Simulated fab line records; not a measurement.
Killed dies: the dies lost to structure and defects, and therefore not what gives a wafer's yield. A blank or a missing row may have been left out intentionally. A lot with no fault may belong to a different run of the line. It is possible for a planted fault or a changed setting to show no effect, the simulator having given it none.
Which tool did it? :: flow gf180mcu :: Sampling: 6 lots, 18 wafers, 3 of 602 route steps

## WHAT EACH GAUGE READ, for each wafer
GF_V5_THK_MEAS_03.
lot: L915
measured: day 26 22:33
on: filmMetro-04
V5_CVD_02_THK (nm): 1446 1454 1470

lot: L917
measured: day 28 00:40
on: filmMetro-01
V5_CVD_02_THK (nm): 1453 1458 1452

lot: L921
measured: day 29 02:04
on: filmMetro-04
V5_CVD_02_THK (nm): 1451 1460 1457

lot: L927
measured: day 30 21:59
on: filmMetro-01
V5_CVD_02_THK (nm): 1595 1458 1427

lot: L931
measured: day 31 19:26
on: filmMetro-01
V5_CVD_02_THK (nm): 1453 1430 1448

lot: L935
measured: day 32 15:43
on: filmMetro-01
V5_CVD_02_THK (nm): 1446 1428 1441

## WHICH TOOL RAN EACH LOT (tool, then ch and the chambers of the sampled wafers, then the start)
lot: L915
GF_M5_STRIP_11: plasmaAsher-03 ch 0,1, day 26 21:41
GF_V5_CVD_02: pecvd-01 ch 0,1,2, day 26 22:26

lot: L917
GF_M5_STRIP_11: plasmaAsher-03 ch 0,1, day 27 23:47
GF_V5_CVD_02: pecvd-04 ch 0,1, day 28 00:33

lot: L921
GF_M5_STRIP_11: plasmaAsher-01 ch 0,1, day 29 01:17
GF_V5_CVD_02: pecvd-01 ch 0,1,2, day 29 01:58

lot: L927
GF_M5_STRIP_11: plasmaAsher-02 ch 0,1, day 30 20:46
GF_V5_CVD_02: pecvd-04 ch 0,1, day 30 21:52

lot: L931
GF_M5_STRIP_11: plasmaAsher-02 ch 0,1, day 31 18:41
GF_V5_CVD_02: pecvd-03 ch 1,2, day 31 19:20

lot: L935
GF_M5_STRIP_11: plasmaAsher-02 ch 0,1, day 32 14:35
GF_V5_CVD_02: pecvd-03 ch 0,2, day 32 15:35
- GF_M5_STRIP_11: strips in O2/N2.
- GF_V5_CVD_02: deposits SiO2 from TEOS, target thk 1450 nm, time 163.28 s.

## THE ANSWER, worked out from the rows above alone
Rule: usual is defined by the lots themselves. The widest of any qualifying gaps counts: lots, ordered by their means at a reading, are off when they make up no more than a third of the lots, leave a main group of 4 or more, and stand apart from it by 3 or more times the standard deviation of that group's means. A main group whose means are all the same, to the digits that the tables above print for the reading, isn't used. A lot without any number at a reading at which 4 lots or more have one is off too. The other lots that the step has rows for count as sound.
Off: L927, at GF_V5_THK_MEAS_03 (V5_CVD_02_THK). The main group has a mean of 1450 nm with a standard deviation of 7.4.
A tool fits if, at a process step before that reading, it ran every lot that is off, and no sound lot after the first of them. The gauges at GF_V5_THK_MEAS_03 are tried like those tools. One fits: GF_V5_CVD_02 on pecvd-04. A fault onset in the window from L917 (day 28 00:33, its last sound lot) to L927 (day 30 21:52, its first lot off) fits.

## WHAT HAD BEEN PUT IN BY THE SIMULATOR
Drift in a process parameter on pecvd-04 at GF_V5_CVD_02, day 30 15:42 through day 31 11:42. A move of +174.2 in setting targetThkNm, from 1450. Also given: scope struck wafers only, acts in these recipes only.
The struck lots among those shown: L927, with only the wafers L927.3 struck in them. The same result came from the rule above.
